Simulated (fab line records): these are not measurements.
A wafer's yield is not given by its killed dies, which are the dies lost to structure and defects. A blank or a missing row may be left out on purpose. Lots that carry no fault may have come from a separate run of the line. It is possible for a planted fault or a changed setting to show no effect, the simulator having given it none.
Which tool was responsible? -- flow gf180mcu -- 39 wafers from 13 lots sampled at 3 of the route's 602 steps

== WHAT EACH GAUGE READ, for each wafer ==
GF_TOP_METAL_THK_MEAS_06: measures by xrf. Usual: for TOP_METAL_ALCU_THK the level is 875 nm and the standard deviation is 9.
lot,measured,on,TOP_METAL_ALCU_THK (nm),flag
L433,day 26 23:53,film_metro-03,881 871 875,
L434,day 27 14:08,film_metro-03,881 873 866,
L435,day 27 15:20,film_metro-04,890 889 878,
L436,day 28 07:37,film_metro-03,870 868 881,
L437,day 28 12:20,film_metro-04,888 882 894,
L443,day 30 08:10,film_metro-04,880 865 861,
L444,day 30 19:03,film_metro-03,866 864 853,
L447,day 31 18:07,film_metro-03,888 895 896,
L451,day 32 15:52,film_metro-03,866 888 872,
L452,day 33 05:18,film_metro-04,855 873 869,
L453,day 33 05:47,film_metro-04,874 877 866,
L454,day 33 12:43,film_metro-02,881 873 881,
L456,day 33 21:57,film_metro-02,869 873 879,

== WHICH TOOL RAN EACH LOT (tool, then ch and the chambers of the sampled wafers, then the start) ==
lot,GF_V3_ETCH_17,GF_MIM_SPUTTER_07
L433,"rie_diel-01 ch 0,2, day 22 02:00","pvd_sputter-02, day 24 04:49"
L434,"rie_diel-01 ch 0,2,3, day 22 15:00","pvd_sputter-01, day 24 17:49"
L435,"rie_diel-03 ch 0,2,3, day 22 17:00","pvd_sputter-02, day 24 19:10"
L436,"rie_diel-01 ch 1,2, day 23 11:00","pvd_sputter-03, day 25 14:04"
L437,"rie_diel-01 ch 1,3, day 23 17:00","pvd_sputter-03, day 25 17:53"
L443,"rie_diel-03 ch 0,3, day 25 19:00","pvd_sputter-03, day 27 18:49"
L444,"rie_diel-03 ch 0,1,2, day 26 09:00","pvd_sputter-01, day 28 06:39"
L447,"rie_diel-04 ch 0,1, day 27 11:00","pvd_sputter-03, day 29 08:15"
L451,"rie_diel-04 ch 1,2,3, day 28 13:00","pvd_sputter-01, day 30 08:44"
L452,"rie_diel-03 ch 0,1, day 29 03:00","pvd_sputter-01, day 30 21:26"
L453,"rie_diel-01 ch 1,3, day 29 04:00","pvd_sputter-02, day 30 22:36"
L454,"rie_diel-04 ch 0,2,3, day 29 11:00","pvd_sputter-01, day 31 05:29"
L456,"rie_diel-01 ch 0,2, day 30 01:00","pvd_sputter-02, day 31 17:37"
- GF_V3_ETCH_17: etches SiO2 in C4F8/O2/Ar, stops on TiN, target depth 635 nm.
- GF_MIM_SPUTTER_07: material TiN, target thk 60 nm, time 50 s.

== WHAT THE TOOLS THEMSELVES READ (means of the sampled wafers that have a number; where no wafer has one, the mark that the record gives instead) ==
GF_V3_ETCH_17. Usual: oes_product_au reads 0.855 a.u. (standard deviation 0.0046).
lot,tool,oes_product_au (a.u.),flag
L433,rie_diel-01,0.852,
L434,rie_diel-01,0.853,
L435,rie_diel-03,0.854,
L436,rie_diel-01,0.859,
L437,rie_diel-01,0.854,
L443,rie_diel-03,0.861,
L444,rie_diel-03,0.852,
L447,rie_diel-04,0.857,
L451,rie_diel-04,0.857,
L452,rie_diel-03,0.862,
L453,rie_diel-01,0.855,
L454,rie_diel-04,0.857,
L456,rie_diel-01,0.853,

GF_MIM_SPUTTER_07. Usual: throttle_valve_pct reads 30.0 % (standard deviation 1.1).
lot,tool,throttle_valve_pct (%),flag
L433,pvd_sputter-02,31.1,
L434,pvd_sputter-01,31.0,
L435,pvd_sputter-02,30.3,
L436,pvd_sputter-03,29.2,
L437,pvd_sputter-03,29.2,
L443,pvd_sputter-03,29.4,
L444,pvd_sputter-01,31.0,
L447,pvd_sputter-03,29.2,
L451,pvd_sputter-01,30.0,
L452,pvd_sputter-01,30.7,
L453,pvd_sputter-02,30.2,
L454,pvd_sputter-01,30.9,
L456,pvd_sputter-02,29.9,

== THE ANSWER, worked out from the rows above alone ==
Rule: a lot is off if the mean of its wafers that have a number lies more than 3 standard deviations from the usual mean. A lot without any number at a reading at which 4 lots or more have one is off too. Where the step has rows for the other lots, those lots are counted as sound. The gauges are gone through in route order, then the tools' own readings, and for those a lot's mean is taken as printed above. The first step at which some lot is off is used, and at that step the reading that is off furthest; a lot without a number counts as furthest.
No lot is off on any of the readings shown, so nothing can be concluded from this.

== WHAT WAS PUT IN BY THE SIMULATOR ==
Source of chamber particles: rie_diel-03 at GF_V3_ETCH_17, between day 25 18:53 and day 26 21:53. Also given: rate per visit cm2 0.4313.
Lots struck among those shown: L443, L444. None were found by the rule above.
